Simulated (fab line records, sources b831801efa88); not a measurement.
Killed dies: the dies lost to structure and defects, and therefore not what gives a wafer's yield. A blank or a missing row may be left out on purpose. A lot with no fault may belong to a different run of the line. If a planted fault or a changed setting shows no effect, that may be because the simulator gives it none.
Which tool did it? | flow gf180mcu | Sampling: 11 lots, 33 wafers, 5 of 602 route steps

== WHAT EACH GAUGE READ, for each wafer ==
GF_VT_IMPLANT_TW_MEAS_32. Usual: VT_IMPLANT_3_TW 268.8, standard deviation 2.1.
lot  | measured     | on           | VT_IMPLANT_3_TW               | flag
L103 | day 7 21:54  | filmMetro-01 | 267.5 266.9 267.6             | 
L105 | day 8 01:28  | filmMetro-02 | 271.3 270.5 272.2             | 
L108 | day 9 01:37  | filmMetro-01 | 267.1 266.0 267.8             | 
L109 | day 9 08:52  | filmMetro-03 | 29.6 29.6 29.8 29.8 29.7 29.7 | OFF
L110 | day 9 16:10  | filmMetro-02 | 30.2 30.2 30.5 30.3 30.1 30.4 | OFF
L117 | day 11 07:19 | filmMetro-02 | 273.7 270.6 271.9             | 
L118 | day 11 18:05 | filmMetro-01 | 269.0 268.3 270.3             | 
L119 | day 11 23:05 | filmMetro-01 | 268.1 267.9 268.6             | 
L121 | day 12 10:44 | filmMetro-01 | 266.7 266.3 266.5             | 
L122 | day 12 16:40 | filmMetro-03 | 268.3 268.5 269.2             | 
L123 | day 13 02:33 | filmMetro-03 | 268.5 267.9 267.3             | 

GF_NSD_CD_MEAS_07 targets a cd of 400 nm. Usual: 399.9 nm for cdNm, sd 2.6.
lot  | measured     | on       | cdNm (nm)         | flag
L103 | day 14 19:49 | cdSem-02 | 394.2 397.1 394.1 | 
L105 | day 15 03:41 | cdSem-01 | 399.5 398.7 398.5 | 
L108 | day 16 13:17 | cdSem-01 | 399.3 399.4 398.7 | 
L117 | day 18 21:20 | cdSem-01 | 401.3 402.7 402.9 | 
L118 | day 19 10:28 | cdSem-02 | 399.7 402.4 402.3 | 
L119 | day 19 16:10 | cdSem-01 | 403.1 404.5 404.3 | 
L121 | day 20 08:21 | cdSem-02 | 402.9 401.4 399.8 | 
L122 | day 20 18:16 | cdSem-02 | 398.2 399.8 399.7 | 
L123 | day 21 05:46 | cdSem-02 | 400.0 402.4 397.7 | 

== TOOL THAT RAN EACH LOT (tool first, then ch and the chambers of the sampled wafers, then the start) ==
lot  | GF_VT_IMPLANT_STRIP_20              | GF_VT_IMPLANT_STRIP_31              | GF_HV_LDD_STRIP_37
L103 | plasmaAsher-01 ch 0,1, day 7 06:04  | plasmaAsher-01 ch 0,1, day 7 21:48  | plasmaAsher-01 ch 0,1, day 12 22:31
L105 | plasmaAsher-04 ch 1, day 7 09:39    | plasmaAsher-04 ch 0,1, day 8 01:22  | plasmaAsher-03 ch 0,1, day 13 07:23
L108 | plasmaAsher-04 ch 0,1, day 8 08:31  | plasmaAsher-04 ch 0,1, day 9 01:30  | plasmaAsher-03 ch 0,1, day 14 14:56
L109 | plasmaAsher-02 ch 0, day 8 15:49    | plasmaAsher-04 ch 0,1, day 9 08:46  | -
L110 | plasmaAsher-01 ch 0,1, day 8 22:46  | plasmaAsher-04 ch 0,1, day 9 16:04  | -
L117 | plasmaAsher-01 ch 0,1, day 10 13:55 | plasmaAsher-02 ch 0,1, day 11 07:12 | plasmaAsher-01 ch 0,1, day 16 19:01
L118 | plasmaAsher-04 ch 0,1, day 11 00:14 | plasmaAsher-04 ch 0,1, day 11 17:59 | plasmaAsher-03 ch 0,1, day 17 07:54
L119 | plasmaAsher-01 ch 0,1, day 11 04:29 | plasmaAsher-01 ch 0,1, day 11 22:59 | plasmaAsher-03 ch 0,1, day 17 14:13
L121 | plasmaAsher-02 ch 0,1, day 11 16:11 | plasmaAsher-02 ch 0,1, day 12 10:38 | plasmaAsher-01 ch 0,1, day 18 05:01
L122 | plasmaAsher-04 ch 0,1, day 11 20:43 | plasmaAsher-02 ch 0,1, day 12 16:34 | plasmaAsher-02 ch 0,1, day 18 14:40
L123 | plasmaAsher-02 ch 0,1, day 12 06:37 | plasmaAsher-02 ch 0,1, day 13 02:27 | plasmaAsher-01 ch 0,1, day 19 02:34
- GF_VT_IMPLANT_STRIP_20: strips in O2/N2.
- GF_VT_IMPLANT_STRIP_31: strips in O2/N2.
- GF_HV_LDD_STRIP_37: strips in O2/N2.

== WHAT THE TOOLS THEMSELVES READ (means of the sampled wafers that have a number; where no wafer has one, the mark that the record gives instead) ==
GF_VT_IMPLANT_STRIP_20. Usual: chamberPressureMTorr 1500.0 mTorr, standard deviation 1.4; drypumpMotorCurrentA 5.6 A, standard deviation 0.39; heaterPowerW 334 W, standard deviation 37; oesProductAu 0.716 a.u., standard deviation 0.0045; stripTimeToEndpointS 12.63 s, standard deviation 0.039.
lot  | tool           | chamberPressureMTorr (mTorr) | drypumpMotorCurrentA (A) | heaterPowerW (W) | oesProductAu (a.u.) | stripTimeToEndpointS (s) | flag
L103 | plasmaAsher-01 | 1501.1                       | 6.0                      | 312              | 0.712               | 12.62                    | 
L105 | plasmaAsher-04 | 1499.2                       | 4.9                      | 329              | 0.718               | 12.63                    | 
L108 | plasmaAsher-04 | 1499.1                       | 5.3                      | 375              | 0.715               | 12.61                    | 
L109 | plasmaAsher-02 | -                            | -                        | -                | -                   | -                        | OFF
L110 | plasmaAsher-01 | -                            | -                        | -                | -                   | -                        | OFF
L117 | plasmaAsher-01 | 1500.9                       | 6.0                      | 312              | 0.720               | 12.60                    | 
L118 | plasmaAsher-04 | 1500.9                       | 5.3                      | 371              | 0.712               | 12.56                    | 
L119 | plasmaAsher-01 | 1501.3                       | 5.9                      | 329              | 0.717               | 12.62                    | 
L121 | plasmaAsher-02 | 1498.9                       | 5.8                      | 321              | 0.719               | 12.66                    | 
L122 | plasmaAsher-04 | 1499.7                       | 5.1                      | 350              | 0.717               | 12.67                    | 
L123 | plasmaAsher-02 | 1498.8                       | 5.8                      | 322              | 0.717               | 12.68                    | 

GF_VT_IMPLANT_STRIP_31. Usual: chamberPressureMTorr 1499.9 mTorr, standard deviation 1.3; drypumpMotorCurrentA 5.6 A, standard deviation 0.36; heaterPowerW 332 W, standard deviation 37; oesProductAu 0.717 a.u., standard deviation 0.0047; stripTimeToEndpointS 12.63 s, standard deviation 0.039.
lot  | tool           | chamberPressureMTorr (mTorr) | drypumpMotorCurrentA (A) | heaterPowerW (W) | oesProductAu (a.u.) | stripTimeToEndpointS (s) | flag
L103 | plasmaAsher-01 | 1501.3                       | 6.0                      | 327              | 0.716               | 12.65                    | 
L105 | plasmaAsher-04 | 1499.6                       | 5.3                      | 367              | 0.720               | 12.64                    | 
L108 | plasmaAsher-04 | 1501.3                       | 5.1                      | 349              | 0.712               | 12.64                    | 
L109 | plasmaAsher-04 | 1500.4                       | 5.1                      | 346              | 0.717               | 27.59                    | OFF
L110 | plasmaAsher-04 | 1499.6                       | 5.1                      | 348              | 0.721               | 27.76                    | OFF
L117 | plasmaAsher-02 | 1500.5                       | 5.7                      | 323              | 0.717               | 12.62                    | 
L118 | plasmaAsher-04 | 1500.0                       | 5.3                      | 368              | 0.715               | 12.62                    | 
L119 | plasmaAsher-01 | 1499.0                       | 6.0                      | 308              | 0.721               | 12.60                    | 
L121 | plasmaAsher-02 | 1499.4                       | 5.7                      | 302              | 0.718               | 12.59                    | 
L122 | plasmaAsher-02 | 1500.3                       | 5.8                      | 325              | 0.718               | 12.59                    | 
L123 | plasmaAsher-02 | 1500.4                       | 5.7                      | 303              | 0.715               | 12.61                    | 

GF_HV_LDD_STRIP_37. Usual: chamberPressureMTorr 1500.1 mTorr, standard deviation 1.4; drypumpMotorCurrentA 5.7 A, standard deviation 0.37; heaterPowerW 339 W, standard deviation 48; oesProductAu 0.716 a.u., standard deviation 0.0047; stripTimeToEndpointS 12.64 s, standard deviation 0.032.
lot  | tool           | chamberPressureMTorr (mTorr) | drypumpMotorCurrentA (A) | heaterPowerW (W) | oesProductAu (a.u.) | stripTimeToEndpointS (s) | flag
L103 | plasmaAsher-01 | 1498.7                       | 5.9                      | 329              | 0.716               | 12.63                    | 
L105 | plasmaAsher-03 | 1499.2                       | 5.3                      | 356              | 0.716               | 12.69                    | 
L108 | plasmaAsher-03 | 1501.5                       | 5.1                      | 401              | 0.721               | 12.55                    | 
L117 | plasmaAsher-01 | 1500.2                       | 6.0                      | 312              | 0.718               | 12.62                    | 
L118 | plasmaAsher-03 | 1499.5                       | 5.2                      | 359              | 0.712               | 12.63                    | 
L119 | plasmaAsher-03 | 1501.1                       | 5.3                      | 361              | 0.716               | 12.66                    | 
L121 | plasmaAsher-01 | 1500.0                       | 5.9                      | 328              | 0.712               | 12.62                    | 
L122 | plasmaAsher-02 | 1499.3                       | 5.8                      | 323              | 0.716               | 12.62                    | 
L123 | plasmaAsher-01 | 1499.7                       | 6.0                      | 304              | 0.715               | 12.66                    | 

== THE ANSWER, worked out from the rows above alone ==
Rule: take the mean of a lot's wafers that have a number; if it is more than 3 standard deviations from the usual mean, the lot is off. A lot without any number at a reading at which 4 lots or more have one is off too. The other lots that the step has rows for count as sound. After the gauges, taken in route order, come the tools' own readings; for these a lot's mean is taken, as printed above. The first step at which some lot is off is used, and at that step the reading that is off furthest; a lot without a number counts as furthest.
Off: L109, L110, at GF_VT_IMPLANT_TW_MEAS_32 (VT_IMPLANT_3_TW).
A tool fits if, at a process step before that reading, it ran every lot that is off, and no sound lot after the first of them. The gauges at GF_VT_IMPLANT_TW_MEAS_32 aren't tried: what is off there is off at GF_VT_IMPLANT_STRIP_20 too, on other tools, and a gauge's error can't cause that. Not one of the candidates tried fits.

== WHAT THE SIMULATOR HAD INSERTED ==
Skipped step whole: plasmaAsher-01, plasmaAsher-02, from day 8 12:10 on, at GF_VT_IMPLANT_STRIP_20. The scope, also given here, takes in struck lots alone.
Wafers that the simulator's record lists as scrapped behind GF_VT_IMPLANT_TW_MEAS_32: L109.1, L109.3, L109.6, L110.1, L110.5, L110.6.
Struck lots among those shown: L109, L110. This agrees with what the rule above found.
